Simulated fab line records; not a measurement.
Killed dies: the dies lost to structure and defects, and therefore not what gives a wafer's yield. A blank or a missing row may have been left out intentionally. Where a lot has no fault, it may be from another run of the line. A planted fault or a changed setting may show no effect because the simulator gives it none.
fab line records	flow sky130
record: lots: 14	wafers: 42	last_day: 50
route steps=708 shown FIELD_ISO@14 DNWELL@43 PWDE@50
lots that met no fault: from a run of the same line without faults
start_h: start of the lot's first displayed wafer, in hours after the record's first day	wait_h: hours since the lot's step before	" identical to the entry in the row above	L1.1+2: a single row standing in for several wafers	- value missing, or start not given	* or withheld: withheld	< > ~ a bound
route shown NAME@n: names a module that has steps shown in the file, with the first one's number in the route	usual: mean/standard deviation taken from wafers without a fault	same: alike in all rows	chamber/n: place in a boat	sites: per-site readings	_std_site: how widely they spread, as a standard deviation	_edge_site: outer sites' mean less inner sites'	radius_mm: how far each site lies from the wafer's centre	mask NAME#n: copy n	behind: the last tool/chamber to shape the wafer	hold: what put the lot on hold/how long, in hours/how the hold closed	device: whichever transistor did not switch (one of n, p or np)	end of line: the tests these same wafers got at the end of their route	where a step has no rows: the recipe by itself	killed: dies lost to structure and defects at the first sort, not the wafer's yield	map: shows each die of a wafer: x if killed, . if not, _ if none is there
set.NAME: the setting that was run; set.NAME@STEP: the one run at that earlier step	model.NAME: the simulator's own value behind a step, which no gauge read
route steps across a sampled set of lots; one table per step, one row per wafer
services: when a tool's chamber went out of use (start_h, in hours from the record's first day, below 0 if earlier), for how many hours, and the reason
== steps ==
step: SKY_FIELD_ISO_CD_MEAS_13
recipe: target_cd_nm: 150
usual: cd_nm: 150.1/1.6
lot.wafer	tool	chamber	start_h	wait_h	cd_nm
L722.3	cd_sem-01	-	28.42	-	150.8
L722.5	"	-	"	"	148.6
L722.6	"	-	"	"	149.2
L723.1	cd_sem-01	-	32.98	-	148.7
L723.3	"	-	"	"	147.1
L723.6	"	-	"	"	148.7
L724.2	cd_sem-02	-	39.99	-	149.6
L724.4	"	-	"	"	151.2
L724.5	"	-	"	"	149.6
L727.2	cd_sem-01	-	55.36	-	148.0
L727.4	"	-	"	"	147.6
L727.6	"	-	"	"	146.4
L728.1	cd_sem-01	-	58.73	-	151.2
L728.2	"	-	"	"	151.3
L728.3	"	-	"	"	149.9
L732.2	cd_sem-01	-	83.89	-	151.7
L732.3	"	-	"	"	152.8
L732.6	"	-	"	"	152.7
L733.3	cd_sem-02	-	84.47	-	152.0
L733.4	"	-	"	"	151.6
L733.5	"	-	"	"	152.8
L734.1	cd_sem-01	-	96.29	-	150.5
L734.3	"	-	"	"	151.3
L734.4	"	-	"	"	150.6
L736.3	cd_sem-02	-	102.13	-	150.5
L736.5	"	-	"	"	151.4
L736.6	"	-	"	"	151.7
L738.1	cd_sem-02	-	113.03	-	146.9
L738.2	"	-	"	"	147.6
L738.5	"	-	"	"	149.7
L740.2	cd_sem-02	-	126.29	-	151.3
L740.4	"	-	"	"	149.5
L740.5	"	-	"	"	150.8
L741.1	cd_sem-02	-	128.23	-	147.9
L741.2	"	-	"	"	148.4
L741.6	"	-	"	"	147.8
L742.1	cd_sem-02	-	134.27	-	149.2
L742.5	"	-	"	"	149.4
L742.6	"	-	"	"	148.5
L743.4	cd_sem-02	-	140.04	-	148.7
L743.5	"	-	"	"	151.4
L743.6	"	-	"	"	148.2
step: SKY_DNWELL_STRIP_08
recipe: chemistry: O2/N2	power_w: 1400	pressure_mtorr: 1500	platen_temp_c: withheld	o2_flow_sccm: 3000	n2_flow_sccm: 300	overash_fraction: 0.5
usual: drypump_motor_current_A: 5.66/0.22	oes_product_au: 0.722/0.0045	strip_time_to_endpoint_s: 36.92/0.095
lot.wafer	tool	chamber	start_h	wait_h	drypump_motor_current_A	oes_product_au	rf_hours_counter_h	strip_time_to_endpoint_s
L722.3	plasma_asher-04	1	50.37	0.1	5.30	0.720	-	36.84
L722.5	"	1	"	"	5.29	0.723	-	36.91
L722.6	"	0	"	"	5.70	0.725	-	36.86
L723.1	plasma_asher-04	1	54.94	0.1	5.26	0.721	38	37.01
L723.3	"	0	"	"	5.71	0.720	-	36.87
L723.6	"	1	"	"	5.33	0.722	-	36.86
L724.2	plasma_asher-02	0	61.09	0.1	5.92	0.723	35	37.02
L724.4	"	1	"	"	5.76	0.720	-	37.04
L724.5	"	0	"	"	5.93	0.712	-	36.96
L728.1	plasma_asher-04	1	95.09	0.1	5.31	0.715	42	36.92
L728.2	"	0	"	"	5.71	0.728	42	36.81
L728.3	"	0	"	"	5.70	0.721	-	36.84
L727.2	plasma_asher-03	1	95.38	0.1	5.79	0.719	40	36.85
L727.4	"	1	"	"	5.78	0.724	-	37.05
L727.6	"	0	"	"	5.43	0.725	-	36.95
L732.2	plasma_asher-04	0	108.24	0.1	5.71	0.718	44	36.96
L732.3	"	1	"	"	5.32	0.718	-	37.09
L732.6	"	0	"	"	5.70	0.722	-	36.96
L733.3	plasma_asher-02	0	109.27	0.1	5.89	0.721	-	36.96
L733.4	"	1	"	"	5.73	0.732	-	36.88
L733.5	"	1	"	"	5.74	0.726	-	36.90
L734.1	plasma_asher-03	0	124.64	0.1	5.44	0.720	43	37.01
L734.3	"	1	"	"	5.86	0.721	-	36.92
L734.4	"	0	"	"	5.40	0.723	-	36.93
L736.3	plasma_asher-02	0	131.97	0.1	5.91	0.725	-	36.92
L736.5	"	1	"	"	5.72	0.721	-	36.86
L736.6	"	0	"	"	5.91	0.725	-	36.89
L738.1	plasma_asher-02	1	141.43	0.1	5.74	0.719	41	36.84
L738.2	"	0	"	"	5.90	0.725	41	36.86
L738.5	"	1	"	"	5.73	0.724	-	36.82
L740.2	plasma_asher-02	1	153.29	0.1	5.73	0.731	43	36.89
L740.4	"	1	"	"	5.74	0.713	-	36.89
L740.5	"	1	"	"	5.71	0.718	-	36.94
L741.1	plasma_asher-02	1	154.98	0.1	5.76	0.718	43	37.07
L741.2	"	0	"	"	5.89	0.727	43	37.01
L741.6	"	0	"	"	5.90	0.720	-	37.10
L742.1	plasma_asher-04	1	160.54	0.1	5.30	0.726	4	36.98
L742.5	"	0	"	"	5.70	0.722	-	36.91
L742.6	"	1	"	"	5.30	0.722	-	36.87
L743.4	plasma_asher-03	1	172.07	0.1	5.85	0.726	-	36.62
L743.5	"	0	"	"	5.40	0.727	-	36.79
L743.6	"	1	"	"	5.88	0.725	-	36.82
step: SKY_PWDE_PEB_05
recipe: temp_c: 115	time_s: withheld
usual: chill_plate_temp_C: 22.99/0.12	exhaust_pa: 45.1/0.76	heater_power_total_W: 69.33/0.12	resist_line_temp_C: 23.01/0.096
lot.wafer	tool	chamber	start_h	wait_h	chill_plate_temp_C	exhaust_pa	heater_power_total_W	resist_line_temp_C
L722.3	litho_track-01	0	65	-	23.21	44.5	69.50	22.90
L722.5	"	0	"	"	23.20	45.7	69.13	22.94
L722.6	"	0	"	"	23.32	43.6	69.33	23.13
L723.1	litho_track-04	0	70	-	22.98	45.0	69.18	22.97
L723.3	"	0	"	"	23.06	45.8	69.39	22.97
L723.6	"	0	"	"	23.17	43.5	69.34	23.03
L724.2	litho_track-01	0	76	-	22.97	44.6	69.25	23.06
L724.4	"	0	77	-	22.88	44.4	69.48	23.10
L724.5	"	0	"	"	22.79	44.3	69.27	22.94
L728.1	litho_track-04	0	113	-	23.01	44.9	69.39	23.14
L728.2	"	0	"	"	23.01	44.6	69.24	23.05
L728.3	"	0	"	"	22.88	43.2	69.23	23.09
L727.2	litho_track-01	0	114	-	23.02	45.6	69.52	23.06
L727.4	"	0	"	"	22.94	45.6	69.17	22.89
L727.6	"	0	"	"	23.03	45.3	69.28	22.98
L732.2	litho_track-01	-	126	-	-	-	-	-
L732.3	"	-	"	"	-	-	-	-
L732.6	"	-	"	"	-	-	-	-
L733.3	litho_track-01	-	127	-	-	-	-	-
L733.4	"	-	"	"	-	-	-	-
L733.5	"	-	"	"	-	-	-	-
L734.1	litho_track-01	0	143	-	23.11	45.2	69.44	23.05
L734.3	"	0	"	"	22.92	46.2	69.45	23.07
L734.4	"	0	"	"	22.92	44.9	69.52	23.15
L736.3	litho_track-01	0	151	-	23.21	44.3	69.17	22.94
L736.5	"	0	"	"	23.14	43.6	69.44	22.85
L736.6	"	0	"	"	22.93	45.8	69.34	22.89
L738.1	litho_track-04	0	160	-	23.06	44.6	69.20	23.10
L738.2	"	0	161	-	22.94	45.3	69.46	22.96
L738.5	"	0	"	"	23.09	46.5	69.25	22.92
L740.2	litho_track-02	0	173	-	22.86	45.1	69.41	22.96
L740.4	"	0	"	"	22.84	47.0	69.27	22.99
L740.5	"	0	"	"	22.98	44.7	69.33	23.00
L741.1	litho_track-02	0	174	-	22.85	46.0	69.40	23.05
L741.2	"	0	"	"	23.00	45.0	69.30	23.00
L741.6	"	0	"	"	23.09	45.2	69.19	23.04
L742.1	litho_track-01	0	179	-	22.85	46.4	69.26	23.00
L742.5	"	0	"	"	22.82	46.1	69.26	23.03
L742.6	"	0	"	"	22.81	46.3	69.15	23.08
L743.4	litho_track-02	0	192	-	23.14	45.5	69.54	22.94
L743.5	"	0	"	"	22.89	43.6	69.50	23.02
L743.6	"	0	"	"	22.99	44.4	69.32	22.99
step: SKY_PWDE_STRIP_09
recipe: chemistry: O2/N2	power_w: 1400	pressure_mtorr: 1500	platen_temp_c: withheld	o2_flow_sccm: 3000	n2_flow_sccm: 300	overash_fraction: 0.5
usual: drypump_motor_current_A: 5.7/0.31	oes_product_au: 0.723/0.0046	strip_time_to_endpoint_s: 36.93/0.087
lot.wafer	tool	chamber	start_h	wait_h	drypump_motor_current_A	oes_product_au	rf_hours_counter_h	strip_time_to_endpoint_s
L722.3	plasma_asher-04	0	65.60	0.1	5.7	0.725	-	36.97
L722.5	"	0	"	"	5.7	0.730	-	36.98
L722.6	"	1	"	"	5.3	0.727	-	36.93
L723.1	plasma_asher-03	0	70.96	0.1	5.4	0.726	37	36.96
L723.3	"	1	"	"	5.8	0.726	-	36.97
L723.6	"	0	"	"	5.4	0.730	-	36.92
L724.2	plasma_asher-03	0	77.46	0.1	5.4	0.721	38	36.95
L724.4	"	1	"	"	5.9	0.726	-	36.95
L724.5	"	1	"	"	5.8	0.718	-	37.08
L728.1	plasma_asher-03	0	113.96	0.1	5.4	0.718	42	36.86
L728.2	"	1	"	"	5.9	0.727	42	37.00
L728.3	"	0	"	"	5.4	0.722	-	36.94
L727.2	plasma_asher-03	1	114.66	0.1	5.8	0.728	42	37.01
L727.4	"	1	"	"	5.8	0.735	-	36.93
L727.6	"	0	"	"	5.4	0.724	-	37.00
L732.2	plasma_asher-04	1	126.81	0.1	5.3	0.719	1	37.07
L732.3	"	0	"	"	5.7	0.717	-	37.03
L732.6	"	0	"	"	5.7	0.719	-	37.00
L733.3	plasma_asher-04	1	128.10	0.1	5.3	0.722	-	36.97
L733.4	"	0	"	"	5.7	0.730	-	37.05
L733.5	"	0	"	"	5.7	0.724	-	37.02
L734.1	plasma_asher-01	0	143.96	0.1	6.3	0.723	33	36.88
L734.3	"	1	"	"	5.8	0.722	-	36.96
L734.4	"	0	"	"	6.3	0.727	-	36.83
L736.3	plasma_asher-01	1	152.35	0.1	5.8	0.732	-	36.81
L736.5	"	1	"	"	5.8	0.723	-	36.93
L736.6	"	0	"	"	6.3	0.720	-	36.92
L738.1	plasma_asher-04	0	161.51	0.1	5.7	0.721	4	36.85
L738.2	"	1	"	"	5.3	0.719	4	36.86
L738.5	"	0	"	"	5.7	0.724	-	36.86
L740.2	plasma_asher-03	0	173.52	0.1	5.5	0.723	48	37.08
L740.4	"	1	"	"	5.8	0.717	-	37.05
L740.5	"	1	"	"	5.9	0.726	-	37.00
L741.1	plasma_asher-04	0	175.17	0.1	5.7	0.723	5	37.07
L741.2	"	1	"	"	5.3	0.713	5	36.98
L741.6	"	1	"	"	5.3	0.725	-	36.92
L742.1	plasma_asher-01	0	180.36	0.1	6.3	0.715	37	36.86
L742.5	"	1	"	"	5.8	0.725	-	36.94
L742.6	"	0	"	"	6.3	0.723	-	36.91
L743.4	plasma_asher-04	0	193.30	0.1	5.7	0.723	-	36.87
L743.5	"	0	"	"	5.7	0.714	-	36.82
L743.6	"	1	"	"	5.3	0.720	-	36.92
== services ==
tool	chamber	start_h	hours	kind
plasma_asher-02	-	67.79	2.8	pm
plasma_asher-02	-	70.54	14.6	pm
plasma_asher-04	-	108.75	9.0	pm
plasma_asher-04	0	108.75	9.0	vent_cycle
plasma_asher-04	1	108.75	9.0	vent_cycle
plasma_asher-04	0	117.75	-	clean
plasma_asher-04	1	117.75	-	clean
plasma_asher-04	-	184.22	1.3	repair
== key ==
first_sign: step: SKY_PWDE_PEB_05	reading: tool_record	direction: missing
effect none on later readings
met_at SKY_PWDE_PEB_05
struck_lots L732,L733
rows_end L732.2,L732.3,L732.6
sort_left_out L733.3,L733.4,L733.5
tester_left_out L733
not_acting_at SKY_FIELD_ISO_CD_MEAS_13,SKY_DNWELL_STRIP_08,SKY_PWDE_STRIP_09
onset_between 114 126
fault: kind: skipped_step_whole	tool: litho_track-01	chamber: -	onset_h: 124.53	steps: SKY_PWDE_PEB_05	scope: struck_lots_only
tester_left_out: of these lots the tester's yield and bins aren't shown, on N5 and GAA mostly nor the transistor test; their killed dies are dies lost to structure and defects alone, not to doping, threshold or leakage, so they don't give the yield
sort_left_out: the simulated sort isn't trusted on such a fault, so these wafers' sort isn't shown, and their yield isn't known
rows_end: these wafers met a further fault down the route, and their rows from its step on are left out
